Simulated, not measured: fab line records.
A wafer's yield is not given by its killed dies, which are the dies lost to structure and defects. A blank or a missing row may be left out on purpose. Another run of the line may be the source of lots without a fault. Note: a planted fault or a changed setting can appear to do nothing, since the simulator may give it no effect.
2 desks, one fault | flow sky130 | each desk holds nothing but its own numbers, with what lay behind them at the end

== FOR THE TOOL OWNER'S DESK: pvdSputter-01 ==
At SKY_METAL2_SPUTTER_04 (material TiN, target thk 70 nm, time 58.3 s) the tool's own readings: per lot run on this tool, the mean of the sampled wafers that have a number. The brackets show how far a lot's mean lies from the usual mean; more than 4 standard deviations puts the lot out of limits, marked OUT.
Columns: A = throttleValvePct at SKY_METAL2_SPUTTER_04, usual 30.3 %
lot  | first seen here | A
L410 | day 35 09:37    | 30.6
L418 | day 37 22:24    | 30.4
L419 | day 38 04:29    | 30.8
This desk's finding: nothing out of limits on any of the 3 lots.

== AT THE METROLOGY DESK ==
Lot by lot, what the gauges showed, no matter which tool ran the lot: averages of those sampled wafers that carry a number. The brackets show how far a lot's mean lies from the usual mean; more than 4 standard deviations puts the lot out of limits, marked OUT.
Columns: A = VIA1_W_RS at SKY_VIA1_RS_MEAS_22, usual 0.425 ohm/sq; B = VIA1_W_THK at SKY_VIA1_THK_MEAS_23, usual 274 nm; C = METAL2_ALCU_RS at SKY_METAL2_RS_MEAS_05, usual 0.1267 ohm/sq; D = METAL2_ALCU_THK at SKY_METAL2_THK_MEAS_06, usual 249.6 nm; E = cdNm at SKY_METAL2_CD_MEAS_15, usual 139.7 nm; F = METAL2_OVL at SKY_METAL2_OVL_MEAS_16, usual 4 nm
lot  | first seen here | A     | B   | C      | D     | E     | F
L407 | day 34 14:45    | 0.429 | 268 | 0.1261 | 249.5 | 139.4 | 6
L410 | day 35 09:02    | 0.427 | 274 | 0.1281 | 248.6 | 140.0 | 15
L418 | day 37 21:51    | 0.425 | 275 | 0.1274 | 250.5 | 141.0 | 0
L419 | day 38 03:55    | 0.421 | 279 | 0.1282 | 251.5 | 140.7 | 7
L426 | day 40 05:37    | 0.426 | 277 | 0.1260 | 252.9 | 139.7 | 7
L429 | day 41 01:52    | 0.418 | 277 | 0.1264 | 251.2 | 139.6 | -2
This desk's finding: nothing out of limits on any of the 6 lots.

== BROUGHT TOGETHER ==
The desk of the tool owner found nothing out of limits.
Nothing out of limits was seen by the metrology desk.

== WHAT THE SIMULATOR PUT IN ==
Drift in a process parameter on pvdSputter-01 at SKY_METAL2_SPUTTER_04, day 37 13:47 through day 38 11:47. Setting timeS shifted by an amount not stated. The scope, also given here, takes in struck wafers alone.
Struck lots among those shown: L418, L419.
